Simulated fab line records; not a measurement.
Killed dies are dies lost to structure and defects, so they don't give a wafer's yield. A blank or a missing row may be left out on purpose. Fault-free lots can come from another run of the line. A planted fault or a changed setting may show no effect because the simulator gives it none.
fab line records	flow sky130
record: lots: 24	wafers: 72	lastDay: 50
route steps=708 shown DNWELL@44 CONTACT@411 METAL4@598 VIA4@658 PAD_OPEN@701
lots that met no fault: from a run of the same line without faults
startH: hours from the record's opening day to when the first of the lot's shown wafers began	waitH: time in hours since the lot's previous step	" repeats the value in the row above	L1.1+2: one row covering several wafers at once	- either no value or no given start	* or withheld: withheld	< > ~ a bound
route shown NAME@n: names a module that has steps shown in the file, with the first one's number in the route	usual: mean/standard deviation of fault-free wafers	same: alike in all rows	chamber/n: place in a boat	sites: per-site readings	_std_site: how widely they spread, as a standard deviation	_edge_site: outer sites' mean less inner sites'	radiusMm: for every site, how far away it sits from the centre of the wafer	mask NAME#n: copy n	behind: the tool/chamber that last shaped the wafer	hold: the reason the lot was held/the length of the hold in hours/how it ended	device: the n, p or np transistor that did not switch	end of line: the tests these same wafers got at the end of their route	a step without rows: its recipe alone	killed: dies that structure and defects cost at the first sort, which is not the same as the wafer's yield	map: shows each die of a wafer: x if killed, . if not, _ if none is there
set.NAME: the setting as run; set.NAME@STEP: as run at that earlier step	model.NAME: the simulator's own value behind a step, which no gauge read
a sample of lots followed through the steps of the route, with each step as a table and each wafer as a row
services: a tool's chamber out of use, with start hour (startH, from the record's first day; less than 0 if before it), hours out, and reason
== steps ==
step: SKY_DNWELL_TW_MEAS_09
usual: DNWELL_TW: 1107/6.3
lot.wafer	tool	chamber	startH	waitH	DNWELL_TW
L074.1	filmMetro-02	-	55.09	0.1	1113
L074.3	"	-	"	"	1105
L074.4	"	-	"	"	1114
L076.3	filmMetro-03	-	62.16	0.1	1100
L076.4	"	-	"	"	1099
L076.6	"	-	"	"	1104
L075.3	filmMetro-03	-	62.51	0.1	1107
L075.4	"	-	"	"	1106
L075.6	"	-	"	"	1108
L077.4	filmMetro-01	-	68.16	0.1	1106
L077.5	"	-	"	"	1106
L077.6	"	-	"	"	1108
L078.4	filmMetro-01	-	73.46	0.1	1108
L078.5	"	-	"	"	1111
L078.6	"	-	"	"	1109
L079.2	filmMetro-02	-	79.69	0.1	1117
L079.4	"	-	"	"	1109
L079.6	"	-	"	"	1116
L080.3	filmMetro-01	-	87.65	0.1	1105
L080.4	"	-	"	"	1098
L080.5	"	-	"	"	1106
L081.1	filmMetro-02	-	93.54	0.1	1102
L081.4	"	-	"	"	1107
L081.5	"	-	"	"	1105
L082.1	filmMetro-01	-	97.28	0.1	1103
L082.2	"	-	"	"	1106
L082.3	"	-	"	"	1113
L083.1	filmMetro-03	-	102.43	0.1	1109
L083.4	"	-	"	"	1110
L083.6	"	-	"	"	1113
L084.1	filmMetro-02	-	108.23	0.1	1102
L084.3	"	-	"	"	1107
L084.5	"	-	"	"	1110
L085.2	filmMetro-01	-	113.35	0.1	1107
L085.4	"	-	"	"	1108
L085.6	"	-	"	"	1110
L086.2	filmMetro-02	-	115.90	0.1	1101
L086.4	"	-	"	"	1099
L086.6	"	-	"	"	1095
L087.1	filmMetro-02	-	121.53	0.1	1098
L087.2	"	-	"	"	1097
L087.4	"	-	"	"	1094
L088.1	filmMetro-02	-	130.98	0.1	1098
L088.2	"	-	"	"	1107
L088.6	"	-	"	"	1106
L089.1	filmMetro-02	-	131.73	0.1	1097
L089.4	"	-	"	"	1098
L089.6	"	-	"	"	1101
L090.3	filmMetro-03	-	139.65	0.1	1115
L090.4	"	-	"	"	1108
L090.6	"	-	"	"	1117
L091.3	filmMetro-01	-	143.60	0.1	1107
L091.4	"	-	"	"	1110
L091.6	"	-	"	"	1109
L092.1	filmMetro-01	-	147.93	0.1	1118
L092.4	"	-	"	"	1123
L092.6	"	-	"	"	1130
L093.1	filmMetro-03	-	153.49	0.1	1104
L093.4	"	-	"	"	1100
L093.6	"	-	"	"	1106
L094.1	filmMetro-03	-	160.29	0.1	1102
L094.4	"	-	"	"	1103
L094.6	"	-	"	"	1098
L095.1	filmMetro-02	-	169.23	0.1	1112
L095.3	"	-	"	"	1105
L095.6	"	-	"	"	1112
L096.2	filmMetro-03	-	171.74	0.1	1102
L096.5	"	-	"	"	1102
L096.6	"	-	"	"	1107
L097.2	filmMetro-02	-	175.20	0.1	1108
L097.3	"	-	"	"	1108
L097.5	"	-	"	"	1108
step: SKY_CONTACT_BOW_MEAS_05
recipe: mode: bow
usual: CONTACT_BOW: 82/7.4
lot.wafer	tool	chamber	startH	waitH	CONTACT_BOW[um]
L074.1	filmMetro-01	-	714.12	0.2	79
L074.3	"	-	"	"	93
L074.4	"	-	"	"	84
L075.3	filmMetro-03	-	727.70	0.1	91
L075.4	"	-	"	"	87
L075.6	"	-	"	"	77
L076.3	filmMetro-04	-	729.27	0.2	89
L076.4	"	-	"	"	76
L076.6	"	-	"	"	81
L077.4	filmMetro-01	-	730.67	0.3	85
L077.5	"	-	"	"	86
L077.6	"	-	"	"	88
L078.4	filmMetro-04	-	741.16	0.3	79
L078.5	"	-	"	"	83
L078.6	"	-	"	"	72
L079.2	filmMetro-01	-	755.14	0.1	79
L079.4	"	-	"	"	83
L079.6	"	-	"	"	96
L080.3	filmMetro-03	-	764.96	0.3	80
L080.4	"	-	"	"	75
L080.5	"	-	"	"	87
L081.1	filmMetro-01	-	776.74	0.1	96
L081.4	"	-	"	"	101
L081.5	"	-	"	"	77
L082.1	filmMetro-03	-	781.42	0.2	68
L082.2	"	-	"	"	63
L082.3	"	-	"	"	75
L083.1	filmMetro-01	-	784.74	0.1	72
L083.4	"	-	"	"	89
L083.6	"	-	"	"	83
L084.1	filmMetro-01	-	794.19	0.1	82
L084.3	"	-	"	"	82
L084.5	"	-	"	"	69
L085.2	filmMetro-01	-	797.48	0.1	78
L085.4	"	-	"	"	90
L085.6	"	-	"	"	81
L086.2	filmMetro-03	-	803.79	0.3	74
L086.4	"	-	"	"	76
L086.6	"	-	"	"	82
L087.1	filmMetro-01	-	813.50	0.2	86
L087.2	"	-	"	"	80
L087.4	"	-	"	"	78
L088.1	filmMetro-01	-	824.84	0.3	83
L088.2	"	-	"	"	81
L088.6	"	-	"	"	81
L089.1	filmMetro-01	-	830.44	0.1	74
L089.4	"	-	"	"	84
L089.6	"	-	"	"	102
L090.3	filmMetro-03	-	834.58	0.2	83
L090.4	"	-	"	"	82
L090.6	"	-	"	"	79
L091.3	filmMetro-01	-	842.16	0.3	90
L091.4	"	-	"	"	81
L091.6	"	-	"	"	75
L092.1	filmMetro-01	-	844.91	0.1	85
L092.4	"	-	"	"	83
L092.6	"	-	"	"	77
L093.1	filmMetro-01	-	853.62	0.1	87
L093.4	"	-	"	"	89
L093.6	"	-	"	"	74
L094.1	filmMetro-03	-	862.57	0.1	86
L094.4	"	-	"	"	84
L094.6	"	-	"	"	87
L095.1	filmMetro-03	-	883.22	0.1	78
L095.3	"	-	"	"	73
L095.6	"	-	"	"	79
L096.2	filmMetro-04	-	884.12	0.3	76
L096.5	"	-	"	"	72
L096.6	"	-	"	"	90
L097.2	filmMetro-04	-	885.86	0.2	101
L097.3	"	-	"	"	93
L097.5	"	-	"	"	83
step: SKY_METAL4_SPUTTER_00
recipe: material: Ti	targetThkNm: 15	powerW: 3000	timeS: 10	chamberPressurePa: 0.4
usual: chamberPressurePa: 0.4000/0.00087	throttleValvePct: 29.8/1.2
lot.wafer	tool	chamber	startH	waitH	chamberPressurePa	throttleValvePct
L074.1	pvdSputter-03	-	935.37	0.2	0.4010	28.4
L074.3	"	-	"	"	0.3993	31.2
L074.4	"	-	"	"	0.4001	29.9
L075.3	pvdSputter-04	-	947.52	0.1	0.3995	29.3
L075.4	"	-	"	"	0.4009	28.7
L075.6	"	-	"	"	0.4013	29.0
L076.3	pvdSputter-04	-	952.01	0.2	0.4001	28.9
L076.4	"	-	"	"	0.4008	29.2
L076.6	"	-	"	"	0.4010	28.7
L077.4	pvdSputter-01	-	952.33	0.2	0.3999	29.9
L077.5	"	-	"	"	0.3993	27.9
L077.6	"	-	"	"	0.4012	29.6
L078.4	pvdSputter-04	-	959.20	0.2	0.4009	30.9
L078.5	"	-	"	"	0.4013	28.7
L078.6	"	-	"	"	0.3983	28.8
L079.2	pvdSputter-01	-	972.56	0.1	0.3994	29.7
L079.4	"	-	"	"	0.3993	31.7
L079.6	"	-	"	"	0.3997	29.7
L080.3	pvdSputter-04	-	981.26	0.2	0.4000	30.8
L080.4	"	-	"	"	0.4013	28.8
L080.5	"	-	"	"	0.4005	28.6
L081.1	pvdSputter-04	-	992.08	0.1	0.3998	29.0
L081.4	"	-	"	"	0.3998	29.3
L081.5	"	-	"	"	0.3988	28.9
L082.1	pvdSputter-03	-	995.80	0.2	0.4002	31.0
L082.2	"	-	"	"	0.3994	28.4
L082.3	"	-	"	"	0.4004	29.7
L083.1	pvdSputter-03	-	997.46	0.1	0.3999	28.4
L083.4	"	-	"	"	0.3999	31.2
L083.6	"	-	"	"	0.3999	28.6
L084.1	pvdSputter-04	-	1007.59	0.1	0.4004	29.4
L084.3	"	-	"	"	0.3997	30.7
L084.5	"	-	"	"	0.4002	28.9
L085.2	pvdSputter-03	-	1010.12	0.1	0.4012	28.5
L085.4	"	-	"	"	0.4011	31.1
L085.6	"	-	"	"	0.4009	31.2
L086.2	pvdSputter-01	-	1014.59	0.1	0.4010	31.8
L086.4	"	-	"	"	0.3999	31.7
L086.6	"	-	"	"	0.3992	27.8
L087.1	pvdSputter-04	-	1022.19	0.1	0.4002	29.4
L087.2	"	-	"	"	0.3996	28.7
L087.4	"	-	"	"	0.4003	31.1
L088.1	pvdSputter-01	-	1033.80	0.2	0.4007	29.9
L088.2	"	-	"	"	0.4003	27.6
L088.6	"	-	"	"	0.4006	31.1
L089.1	pvdSputter-03	-	1041.26	0.1	0.4010	28.4
L089.4	"	-	"	"	0.3998	31.2
L089.6	"	-	"	"	0.3997	28.6
L090.3	pvdSputter-01	-	1041.86	0.2	0.3989	31.9
L090.4	"	-	"	"	0.3973	29.8
L090.6	"	-	"	"	0.4000	32.0
L091.3	pvdSputter-04	-	1051.04	0.1	0.4000	28.6
L091.4	"	-	"	"	0.3999	30.9
L091.6	"	-	"	"	0.4000	28.8
L092.1	pvdSputter-01	-	1051.38	0.1	0.3990	30.9
L092.4	"	-	"	"	0.4019	31.7
L092.6	"	-	"	"	0.4001	31.4
L093.1	pvdSputter-04	-	1057.02	0.1	0.4005	29.3
L093.4	"	-	"	"	0.4001	29.0
L093.6	"	-	"	"	0.4014	29.1
L094.1	pvdSputter-04	-	1066.82	0.1	0.4010	29.5
L094.4	"	-	"	"	0.3997	28.7
L094.6	"	-	"	"	0.3999	28.4
L095.1	pvdSputter-01	-	1081.89	0.2	0.3980	27.8
L095.3	"	-	"	"	0.4005	29.6
L095.6	"	-	"	"	0.3989	27.8
L096.2	pvdSputter-03	-	1083.70	0.1	0.3979	29.9
L096.5	"	-	"	"	0.3997	28.2
L096.6	"	-	"	"	0.3995	30.2
L097.2	pvdSputter-04	-	1084.30	0.2	0.3978	29.1
L097.3	"	-	"	"	0.4007	28.8
L097.5	"	-	"	"	0.3994	28.9
step: SKY_METAL4_SPUTTER_03
recipe: material: Ti	targetThkNm: 5	powerW: 3000	timeS: 3.3	chamberPressurePa: 0.4
usual: chamberPressurePa: 0.3999/0.00085	throttleValvePct: 29.8/1.2
lot.wafer	tool	chamber	startH	waitH	chamberPressurePa	throttleValvePct
L074.1	pvdSputter-03	-	935.46	0.0	0.3998	28.4
L074.3	"	-	"	"	0.3991	31.4
L074.4	"	-	"	"	0.4005	29.9
L075.3	pvdSputter-04	-	947.61	0.0	0.4007	29.5
L075.4	"	-	"	"	0.3982	28.6
L075.6	"	-	"	"	0.3991	29.2
L076.3	pvdSputter-04	-	952.09	0.0	0.3991	28.7
L076.4	"	-	"	"	0.3990	29.3
L076.6	"	-	"	"	0.3983	28.6
L077.4	pvdSputter-01	-	952.41	0.0	0.4014	30.0
L077.5	"	-	"	"	0.3999	28.1
L077.6	"	-	"	"	0.4016	30.0
L078.4	pvdSputter-04	-	959.29	0.0	0.3995	31.1
L078.5	"	-	"	"	0.4004	28.9
L078.6	"	-	"	"	0.4006	28.5
L079.2	pvdSputter-01	-	972.64	0.0	0.4001	30.0
L079.4	"	-	"	"	0.3990	32.0
L079.6	"	-	"	"	0.3988	29.9
L080.3	pvdSputter-04	-	981.35	0.0	0.3996	31.2
L080.4	"	-	"	"	0.4015	28.6
L080.5	"	-	"	"	0.4003	28.8
L081.1	pvdSputter-04	-	992.16	0.0	0.4002	28.8
L081.4	"	-	"	"	0.3975	29.4
L081.5	"	-	"	"	0.4003	28.9
L082.1	pvdSputter-03	-	995.89	0.0	0.4006	31.1
L082.2	"	-	"	"	0.3998	28.3
L082.3	"	-	"	"	0.3996	30.0
L083.1	pvdSputter-03	-	997.55	0.0	0.4011	28.4
L083.4	"	-	"	"	0.4003	31.2
L083.6	"	-	"	"	0.4006	28.5
L084.1	pvdSputter-04	-	1007.67	0.0	0.4000	29.1
L084.3	"	-	"	"	0.4001	31.1
L084.5	"	-	"	"	0.4008	28.7
L085.2	pvdSputter-03	-	1010.20	0.0	0.4006	28.6
L085.4	"	-	"	"	0.3987	31.1
L085.6	"	-	"	"	0.3994	31.0
L086.2	pvdSputter-01	-	1014.68	0.0	0.3994	31.7
L086.4	"	-	"	"	0.3983	31.7
L086.6	"	-	"	"	0.3992	27.6
L087.1	pvdSputter-04	-	1022.28	0.0	0.3999	29.4
L087.2	"	-	"	"	0.4008	28.7
L087.4	"	-	"	"	0.3999	31.1
L088.1	pvdSputter-01	-	1033.89	0.0	0.4008	29.8
L088.2	"	-	"	"	0.3989	28.1
L088.6	"	-	"	"	0.4003	31.1
L089.1	pvdSputter-03	-	1041.34	0.0	0.4004	28.7
L089.4	"	-	"	"	0.3998	31.2
L089.6	"	-	"	"	0.4005	28.4
L090.3	pvdSputter-01	-	1041.94	0.0	0.4001	31.7
L090.4	"	-	"	"	0.4015	29.9
L090.6	"	-	"	"	0.3984	31.8
L091.3	pvdSputter-04	-	1051.13	0.0	0.3996	28.6
L091.4	"	-	"	"	0.3994	31.1
L091.6	"	-	"	"	0.4006	28.7
L092.1	pvdSputter-01	-	1051.46	0.0	0.3997	31.1
L092.4	"	-	"	"	0.3983	31.7
L092.6	"	-	"	"	0.3992	31.0
L093.1	pvdSputter-04	-	1057.11	0.0	0.3985	29.5
L093.4	"	-	"	"	0.4003	28.8
L093.6	"	-	"	"	0.3984	29.5
L094.1	pvdSputter-04	-	1066.90	0.0	0.3993	29.3
L094.4	"	-	"	"	0.3999	28.5
L094.6	"	-	"	"	0.3991	28.8
L095.1	pvdSputter-01	-	1081.97	0.0	0.4006	27.9
L095.3	"	-	"	"	0.3997	29.8
L095.6	"	-	"	"	0.4007	27.9
L096.2	pvdSputter-03	-	1083.79	0.0	0.4003	29.9
L096.5	"	-	"	"	0.4003	28.6
L096.6	"	-	"	"	0.3998	30.2
L097.2	pvdSputter-04	-	1084.39	0.0	0.3995	29.0
L097.3	"	-	"	"	0.4003	28.8
L097.5	"	-	"	"	0.3997	29.0
step: SKY_VIA4_RS_MEAS_19
recipe: thkMeasGauge: four-point-probe	reads: W_of_VIA4_CVD_18+TiN_of_VIA4_SPUTTER_17
usual: VIA4_W_RS: 0.219/0.0048
lot.wafer	tool	chamber	startH	waitH	VIA4_W_RS[ohm/sq]
L074.1	filmMetro-03	-	1009.79	0.1	0.214
L074.3	"	-	"	"	0.216
L074.4	"	-	"	"	0.226
L075.3	filmMetro-03	-	1020.74	0.1	0.209
L075.4	"	-	"	"	0.221
L075.6	"	-	"	"	0.221
L076.3	filmMetro-01	-	1024.49	0.1	0.211
L076.4	"	-	"	"	0.226
L076.6	"	-	"	"	0.227
L077.4	filmMetro-01	-	1025.93	0.1	0.226
L077.5	"	-	"	"	0.225
L077.6	"	-	"	"	0.213
L078.4	filmMetro-01	-	1032.73	0.1	0.222
L078.5	"	-	"	"	0.212
L078.6	"	-	"	"	0.223
L079.2	filmMetro-01	-	1044.52	0.1	0.223
L079.4	"	-	"	"	0.214
L079.6	"	-	"	"	0.226
L080.3	filmMetro-01	-	1054.32	0.1	0.221
L080.4	"	-	"	"	0.217
L080.5	"	-	"	"	0.219
L081.1	filmMetro-03	-	1062.74	0.1	0.217
L081.4	"	-	"	"	0.221
L081.5	"	-	"	"	0.219
L082.1	filmMetro-04	-	1069.07	0.1	0.217
L082.2	"	-	"	"	0.224
L082.3	"	-	"	"	0.214
L083.1	filmMetro-04	-	1069.90	0.1	0.225
L083.4	"	-	"	"	0.213
L083.6	"	-	"	"	0.226
L084.1	filmMetro-01	-	1077.55	0.1	0.213
L084.3	"	-	"	"	0.224
L084.5	"	-	"	"	0.211
L085.2	filmMetro-03	-	1077.70	0.1	0.222
L085.4	"	-	"	"	0.218
L085.6	"	-	"	"	0.220
L086.2	filmMetro-04	-	1083.39	0.1	0.224
L086.4	"	-	"	"	0.214
L086.6	"	-	"	"	0.214
L087.1	filmMetro-01	-	1091.19	0.1	0.218
L087.2	"	-	"	"	0.218
L087.4	"	-	"	"	0.215
L088.1	filmMetro-03	-	1101.56	0.1	0.219
L088.2	"	-	"	"	0.224
L088.6	"	-	"	"	0.218
L089.1	filmMetro-01	-	1109.25	0.1	0.219
L089.4	"	-	"	"	0.221
L089.6	"	-	"	"	0.219
L090.3	filmMetro-01	-	1109.91	0.1	0.218
L090.4	"	-	"	"	0.219
L090.6	"	-	"	"	0.219
L091.3	filmMetro-01	-	1116.69	0.1	0.213
L091.4	"	-	"	"	0.223
L091.6	"	-	"	"	0.213
L092.1	filmMetro-03	-	1116.98	0.1	0.221
L092.4	"	-	"	"	0.217
L092.6	"	-	"	"	0.222
L093.1	filmMetro-04	-	1122.73	0.1	0.225
L093.4	"	-	"	"	0.223
L093.6	"	-	"	"	0.225
L094.1	filmMetro-01	-	1131.56	0.1	0.212
L094.4	"	-	"	"	0.223
L094.6	"	-	"	"	0.223
L095.1	filmMetro-01	-	1144.35	0.1	0.213
L095.3	"	-	"	"	0.215
L095.6	"	-	"	"	0.221
L096.2	filmMetro-04	-	1146.23	0.1	0.222
L096.5	"	-	"	"	0.223
L096.6	"	-	"	"	0.223
L097.2	filmMetro-03	-	1147.13	0.1	0.225
L097.3	"	-	"	"	0.217
L097.5	"	-	"	"	0.222
step: SKY_PAD_OPEN_ETCH_07
recipe: chemistry: CF4/O2	targetDepthNm: 725	stopOn: AlCu	sourceW: 800	biasW: 150	pressureMtorr: 150	cf4FlowSccm: 80	O2_flow_sccm: 10	timeS: 161.1
usual: drypumpMotorCurrentA: 5.7/0.41	oesProductAu: 0.976/0.0073	throttleValvePct: 5.965/0.0092
lot.wafer	tool	chamber	startH	waitH	drypumpMotorCurrentA	oesProductAu	rfHoursCounterH	throttleValvePct
L074.1	rieDiel-01	0	1077.53	-	5.5	0.970	9	5.949
L074.3	"	1	"	"	6.1	0.972	21	5.964
L074.4	"	3	"	"	6.1	0.969	19	5.959
L075.3	rieDiel-03	3	1086.74	-	6.4	0.980	12	5.979
L075.4	"	2	"	"	5.8	0.988	15	5.987
L075.6	"	1	"	"	6.0	0.978	-	5.959
L076.3	rieDiel-04	3	1089.98	-	5.3	0.973	9	5.950
L076.4	"	2	"	"	5.0	0.969	24	5.963
L076.6	"	1	"	"	5.4	0.981	-	5.957
L077.4	rieDiel-04	2	1092.48	-	5.0	0.970	24	5.948
L077.5	"	1	"	"	5.4	0.983	-	5.956
L077.6	"	2	"	"	5.0	0.972	-	5.953
L078.4	rieDiel-04	0	1099.03	-	5.7	0.990	27	5.984
L078.5	"	0	"	"	5.7	0.975	-	5.963
L078.6	"	3	"	"	5.3	0.978	-	5.967
L079.2	rieDiel-03	2	1110.76	-	5.8	0.978	16	5.971
L079.4	"	0	"	"	5.3	0.985	1	5.972
L079.6	"	3	"	"	6.4	0.970	-	5.977
L080.3	rieDiel-01	0	1117.88	-	5.5	0.980	10	5.949
L080.4	"	2	"	"	5.4	0.977	24	5.970
L080.5	"	3	"	"	6.1	0.978	-	5.966
L081.1	rieDiel-01	1	1126.31	-	6.1	0.983	23	5.978
L081.4	"	0	"	"	5.5	0.973	-	5.954
L081.5	"	0	"	"	5.5	0.981	-	5.971
L082.1	rieDiel-03	2	1131.46	-	5.9	0.977	16	5.967
L082.2	"	3	"	"	6.4	0.974	13	5.976
L082.3	"	1	"	"	6.0	0.967	9	5.963
L083.1	rieDiel-04	1	1133.78	-	5.4	0.980	15	5.971
L083.4	"	0	"	"	5.7	0.980	28	5.967
L083.6	"	3	"	"	5.3	0.985	-	5.950
L084.1	rieDiel-03	2	1138.93	-	5.8	0.983	17	5.959
L084.3	"	0	"	"	5.2	0.975	2	5.951
L084.5	"	1	"	"	6.0	0.981	-	5.973
L085.2	rieDiel-01	0	1139.28	-	5.5	0.975	12	5.957
L085.4	"	0	"	"	5.5	0.983	-	5.979
L085.6	"	1	"	"	6.1	0.985	-	5.979
L086.2	rieDiel-03	0	1144.31	-	5.3	0.985	3	5.980
L086.4	"	2	"	"	5.9	0.985	17	5.975
L086.6	"	1	"	"	6.0	0.970	-	5.970
L087.1	rieDiel-04	3	1152.13	-	5.3	0.973	12	5.961
L087.2	"	2	"	"	5.0	0.969	26	5.971
L087.4	"	0	"	"	5.7	0.987	29	5.970
L088.1	rieDiel-04	1	1160.93	-	5.4	0.969	16	5.966
L088.2	"	0	"	"	5.7	0.971	30	5.968
L088.6	"	2	"	"	5.0	0.976	-	5.965
L089.1	rieDiel-01	3	1166.81	-	6.1	0.973	23	5.965
L089.4	"	1	"	"	6.1	0.984	25	5.958
L089.6	"	2	"	"	5.4	0.982	-	5.979
L090.3	rieDiel-03	1	1167.63	-	6.0	0.977	10	5.958
L090.4	"	2	"	"	5.8	0.975	17	5.960
L090.6	"	0	"	"	5.2	0.968	-	5.968
L091.3	rieDiel-04	3	1174.06	-	5.3	0.970	13	5.960
L091.4	"	2	"	"	5.0	0.986	-	5.963
L091.6	"	1	"	"	5.4	0.983	-	5.974
L092.1	rieDiel-03	1	1174.33	-	6.0	0.957	11	5.968
L092.4	"	0	"	"	5.2	0.988	4	5.973
L092.6	"	3	"	"	6.4	0.977	-	5.962
L093.1	rieDiel-01	1	1177.76	-	6.1	0.968	25	5.974
L093.4	"	2	"	"	5.4	0.980	25	5.965
L093.6	"	2	"	"	5.4	0.977	-	5.976
L094.1	rieDiel-03	1	1184.88	-	6.0	0.967	11	5.946
L094.4	"	3	"	"	6.4	0.971	15	5.966
L094.6	"	3	"	"	6.4	0.992	-	5.966
L095.1	rieDiel-04	0	1196.76	-	5.7	0.988	0	5.963
L095.3	"	1	"	"	5.4	0.976	17	5.971
L095.6	"	0	"	"	5.8	0.976	-	5.963
L096.2	rieDiel-03	3	1198.13	-	6.4	0.978	16	5.970
L096.5	"	3	"	"	6.4	0.991	-	5.954
L096.6	"	0	"	"	5.3	0.986	-	5.963
L097.2	rieDiel-01	2	1198.79	-	5.4	0.971	26	5.952
L097.3	"	1	"	"	6.1	0.967	26	5.960
L097.5	"	3	"	"	6.0	0.970	-	5.969
== services ==
tool	chamber	startH	hours	kind
pvdSputter-04	-	914.72	5.5	repair
pvdSputter-01	-	925.37	2.8	repair
rieDiel-04	1	952.84	4.3	repair
pvdSputter-04	1	960.27	-	consumableReplace:kit
pvdSputter-04	1	960.27	18.0	scheduledDown
pvdSputter-04	1	960.27	18.0	ventCycle
rieDiel-04	3	964.85	79.6	repair
pvdSputter-01	-	978.30	0.6	repair
pvdSputter-01	-	995.90	0.6	repair
rieDiel-03	1	998.43	5.3	repair
pvdSputter-04	-	1008.71	3.7	repair
rieDiel-03	-	1013.59	2.8	pm
pvdSputter-04	-	1033.20	4.8	repair
rieDiel-04	-	1055.68	28.1	pm
pvdSputter-04	0	1071.02	-	consumableReplace:kit
pvdSputter-04	0	1071.02	18.0	scheduledDown
pvdSputter-04	0	1071.02	18.0	ventCycle
rieDiel-01	1	1073.28	1.2	repair
pvdSputter-01	-	1082.31	2.5	repair
pvdSputter-01	-	1108.10	0.7	repair
rieDiel-01	2	1121.69	27.5	repair
rieDiel-01	3	1124.03	6.2	repair
rieDiel-03	-	1152.22	10.0	pm
pvdSputter-01	-	1185.49	1.0	repair
== key ==
fault none
